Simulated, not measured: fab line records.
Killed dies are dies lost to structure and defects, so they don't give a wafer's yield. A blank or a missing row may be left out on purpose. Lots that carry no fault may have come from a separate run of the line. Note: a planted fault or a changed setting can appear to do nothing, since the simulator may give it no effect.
One fault through the eyes of 2 desks    flow sky130    each desk has only its own numbers; what lay behind them comes last

## METROLOGY DESK
What the gauges read for every lot (on any tool): the sampled wafers with a number, averaged. The brackets show how far a lot's mean lies from the usual mean; more than 4 standard deviations puts the lot out of limits, marked OUT.
Columns: A = METAL3_OVL at SKY_METAL3_OVL_MEAS_14, usual -1 nm
lot   first seen here  A
L155  day 38 15:41     10
L157  day 39 01:47     0
L156  day 39 01:58     -9
L166  day 41 20:01     -7
L167  day 42 06:20     2
L168  day 42 08:47     10
L169  day 42 18:46     -4
L171  day 43 16:30     8
L175  day 44 14:22     -6
L174  day 44 16:07     -5
L177  day 44 19:35     -7
L178  day 45 00:07     1
Finding of this desk: none of the 12 lots has anything out of limits.

## THE TOOL OWNER'S DESK: litho track-01
The tool's own readings at SKY_METAL3_DEVELOP_12 (develop time 60 s): means of the sampled wafers that have a number, for each lot that ran on this tool. The brackets show how far a lot's mean lies from the usual mean; more than 4 standard deviations puts the lot out of limits, marked OUT.
Columns: A = developer temp C at SKY_METAL3_DEVELOP_12, usual 21.01 C; B = exhaust pa at SKY_METAL3_DEVELOP_12, usual 45.0 Pa
lot   first seen here  A                 B
L157  day 39 01:00     20.95             45.1
L166  day 41 19:00     21.63 (+5.6) OUT  44.6
L167  day 42 06:00     21.66 (+5.9) OUT  46.1
L177  day 44 19:00     21.00             44.9
This desk finds L166, L167 out of limits, L166 being first, at day 41 19:00 (developer temp C at SKY_METAL3_DEVELOP_12). L157, L177: within limits.

## BROUGHT TOGETHER
The tool owner's desk had the chance to raise an alarm at day 41 19:00 on L166, L167.
From the metrology desk's view, nothing was out of limits.
The metrology desk has L166, L167 on record, within its limits.
On litho track-01, each named lot ran SKY_METAL3_DEVELOP_12.

## WHAT THE SIMULATOR HAD PUT IN
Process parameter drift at SKY_METAL3_DEVELOP_12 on litho track-01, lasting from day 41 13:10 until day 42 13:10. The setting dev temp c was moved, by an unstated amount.
Shown lots that were struck: L166, L167.
Delay in hours, fault start to first out-of-limits reading, by desk: the tool owner's desk at 6.
